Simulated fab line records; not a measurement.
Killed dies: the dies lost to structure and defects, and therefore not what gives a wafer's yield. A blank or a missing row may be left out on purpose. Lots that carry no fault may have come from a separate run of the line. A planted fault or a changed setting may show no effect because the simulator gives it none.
A struck lot beside a sound one | flow gf180mcu | 33 steps out of a route of 602
Sound: the wafers L313.1, L313.2, L313.5. Struck: wafers L315.2, L315.3, L315.5. Last of all comes the cause.
For every step that has rows: the tool of each side, followed by ch and its chambers, followed by its first start. Under that, the readings that differ: sound wafers | struck wafers | difference of the means | sigmas: that difference in standard deviations of wafers without a fault.
alike: same words and numbers on both sides, and readings whose means sit less than 2 such deviations apart. not compared: any withheld reading, any reading some wafer has no value for, any bound like >300 that may hide the same value, and any number with overlapping values for which the record gives no deviation.
The two part at a step that has a row with sigmas, a row that says differs or no value, or rows on one side only. Numbers that don't overlap but have no deviation are shown without sigmas and don't part them. Lack of a reading on every wafer of one side parts them only where that side has two or more wafers.

GF_HV_LDD_STRIP_22: strips in O2/N2.
  sound on plasma_asher-03 ch 0,1, day 14 01:40; struck on plasma_asher-02 ch 0,1, day 14 21:19
  reading                      | sound             | struck            | difference | sigmas
  oes_product_au (a.u.)        | 0.711 0.714 0.713 | 0.729 0.719 0.722 | +0.011     | +2
  strip_time_to_endpoint_s (s) | 12.55 12.49 12.56 | 12.63 12.62 12.60 | +0.08      | +2
  alike: drypump_motor_current_A, heater_power_w
  not compared: rf_hours_counter_h
GF_HV_LDD_TW_MEAS_23:
  struck on film_metro-01, day 14 21:25; sound on film_metro-03, day 14 01:46
  alike: HV_LDD_2_TW
then, 7 steps without rows for these wafers: GF_HV_LDD_DEHYDRATE_24 (time 60 s); GF_HV_LDD_HMDS_25 (prime time 60 s); GF_HV_LDD_COAT_26 (resist thk 1000 nm); GF_HV_LDD_SOFTBAKE_27 (time 60 s); GF_HV_LDD_EXPOSE_28 (exposes mask Nplus HV AREA, target cd 400 nm); GF_HV_LDD_PEB_29; GF_HV_LDD_DEVELOP_30 (develop time 60 s).
GF_HV_LDD_CD_MEAS_31: the cd target is 400 nm.
  struck on cd_sem-02, day 15 18:31; sound on cd_sem-01, day 14 22:35
  alike: cd_nm
GF_HV_LDD_OVL_MEAS_32:
  struck on overlay-01, day 15 18:37; sound on overlay-02, day 14 22:42
  alike: HV_LDD_02_OVL
next, for these wafers, 1 step has no rows: GF_HV_LDD_IMPLANT_33.
GF_HV_LDD_IMPLANT_34:
  sound on implanter-01 ch 0, day 14 22:53; struck on implanter-04, day 15 18:49
  no value came back on the struck wafers for beam_energy_keV, beam_on_s (s); on the sound wafers beam_energy_keV reads 60.014 59.999 59.993
then, 2 steps without rows for these wafers: GF_HV_LDD_IMPLANT_35; GF_HV_LDD_IMPLANT_36.
GF_HV_LDD_STRIP_37: strips in O2/N2.
  sound on plasma_asher-03 ch 0,1, day 14 23:20; struck on plasma_asher-01 ch 0,1, day 15 19:15
  reading               | sound             | struck            | difference | sigmas
  oes_product_au (a.u.) | 0.710 0.717 0.706 | 0.725 0.718 0.716 | +0.009     | +2
  alike: drypump_motor_current_A, heater_power_w, strip_time_to_endpoint_s
  not compared: rf_hours_counter_h
GF_HV_LDD_TW_MEAS_38:
  struck on film_metro-01, day 15 19:22; sound on film_metro-01, day 14 23:26
  reading     | sound          | struck         | difference | sigmas
  HV_LDD_3_TW | 1439 1445 1438 | 1304 1306 1303 | -136       | -19
then, 7 steps without rows for these wafers: GF_HV_LDD_DEHYDRATE_39 (time 60 s); GF_HV_LDD_HMDS_40 (prime time 60 s); GF_HV_LDD_COAT_41 (resist thk 1000 nm); GF_HV_LDD_SOFTBAKE_42 (time 60 s); GF_HV_LDD_EXPOSE_43 (exposes mask Pplus HV AREA, target cd 400 nm); GF_HV_LDD_PEB_44; GF_HV_LDD_DEVELOP_45 (develop time 60 s).
GF_HV_LDD_CD_MEAS_46: the cd target is 400 nm.
  struck on cd_sem-02, day 16 17:30; sound on cd_sem-01, day 15 21:08
  alike: cd_nm
GF_HV_LDD_OVL_MEAS_47:
  struck on overlay-02, day 16 17:37; sound on overlay-02, day 15 21:16
  alike: HV_LDD_03_OVL
next, for these wafers, 1 step has no rows: GF_HV_LDD_IMPLANT_48.
GF_HV_LDD_STRIP_49: strips in O2/N2.
  sound on plasma_asher-02 ch 0,1, day 15 21:27; struck on plasma_asher-02 ch 0,1, day 16 17:47
  alike: drypump_motor_current_A, heater_power_w, oes_product_au, strip_time_to_endpoint_s
  not compared: rf_hours_counter_h
GF_HV_LDD_TW_MEAS_50:
  struck on film_metro-04, day 16 17:54; sound on film_metro-01, day 15 21:33
  alike: HV_LDD_4_TW
then, 1 step without rows for these wafers: GF_HV_LDD_CLEAN_51 (cleans in SC1/SC2, time 150 s).
GF_HV_LDD_RTA_52: time 10 s.
  sound on rtp_anneal-02 ch 0, day 15 21:40; struck on rtp_anneal-02 ch 0, day 16 18:01
  alike: anneal_temp_c_max, lamp_power_pct, wafer_temp_C_max
GF_HV_LDD_RS_MEAS_53: uses a four-point probe to measure.
  struck on film_metro-03, day 16 18:05; sound on film_metro-03, day 15 21:43
  reading            | sound             | struck            | difference | sigmas
  HV_LDD_RS (ohm/sq) | 419.0 418.5 418.5 | 438.9 437.3 439.3 | +19.8      | +23
then, 1 step without rows for these wafers: GF_HV_LDD_CVD_54 (deposits SiO2 from TEOS, target thk 10 nm, time 75 s).

WHERE THEY PART
At GF_HV_LDD_STRIP_22 first; at GF_HV_LDD_RS_MEAS_53 last (within this record only).

WHY: whatever the simulator had introduced
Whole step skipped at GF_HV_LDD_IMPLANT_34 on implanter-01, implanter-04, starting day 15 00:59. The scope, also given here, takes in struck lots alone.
